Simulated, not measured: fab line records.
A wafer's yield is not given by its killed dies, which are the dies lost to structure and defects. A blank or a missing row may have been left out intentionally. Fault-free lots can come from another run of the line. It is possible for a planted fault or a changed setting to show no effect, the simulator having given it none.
Struck lot and sound lot, side by side :: flow sky130 :: 14 out of 708 route steps
Sound: these wafers, L797.3, L797.4, L797.5. The struck wafers were L791.2, L791.5, L791.6. The cause comes at the end.
For every step that has rows: the tool of each side, followed by ch and its chambers, followed by its first start. Under that, the readings that differ: sound wafers :: struck wafers :: difference of the means :: sigmas: that difference in standard deviations of wafers without a fault.
alike: readings with means less than 2 such deviations apart, plus words and numbers identical on both sides. not compared: withheld readings, readings lacking a value on some wafer, bounds such as >300 that could conceal the same value, and numbers that have no deviation in the record and whose values overlap.
Wherever a step has rows on one side only, a row that says differs or no value, or a row with sigmas, the two part there. Non-overlapping numbers with no deviation appear without sigmas and do not part them. A reading that every wafer of one side lacks parts them only if that side has two wafers or more.

first, 5 steps without rows for these wafers: SKY_RES_XHIGH_SOFTBAKE_03 (time 60 s); SKY_RES_XHIGH_EXPOSE_04 (exposes mask URPM, target cd 1270 nm); SKY_RES_XHIGH_PEB_05; SKY_RES_XHIGH_DEVELOP_06 (develop time 60 s); SKY_RES_XHIGH_IMPLANT_07.
SKY_RES_XHIGH_STRIP_08: strips in O2/N2.
  sound on plasmaAsher-04 ch 0,1, day 33 10:00; struck on plasmaAsher-03 ch 0,1, day 31 18:04
  alike: drypumpMotorCurrentA, o2FlowSccm, oesProductAu, stripTimeToEndpointS
  not compared: rfHoursCounterH
SKY_RES_XHIGH_TW_MEAS_09:
  sound: filmMetro-04 at day 33 10:05; struck: filmMetro-02 at day 31 18:11
  alike: RES_XHIGH_TW
then, 5 steps without rows for these wafers: SKY_SD_N_DEHYDRATE_00 (time 60 s); SKY_SD_N_HMDS_01 (prime time 60 s); SKY_SD_N_COAT_02 (resist thk 1140 nm); SKY_SD_N_SOFTBAKE_03 (time 60 s); SKY_SD_N_EXPOSE_04 (exposes mask NSDM, target cd 380 nm).
SKY_SD_N_PEB_05:
  struck on lithoTrack-03, day 32 21:14; sound on lithoTrack-02 ch 0, day 34 12:01
reading: exhaustPa (Pa)
sound: 46.7 47.0 46.6
struck: - - -
difference: no value on the struck wafers
sigmas: 
  not compared: chillPlateTempC
then, 1 step without rows for these wafers: SKY_SD_N_DEVELOP_06 (develop time 60 s).

WHERE THEY PART
Within this record, at SKY_SD_N_PEB_05 only.

WHY: what the simulator had put in
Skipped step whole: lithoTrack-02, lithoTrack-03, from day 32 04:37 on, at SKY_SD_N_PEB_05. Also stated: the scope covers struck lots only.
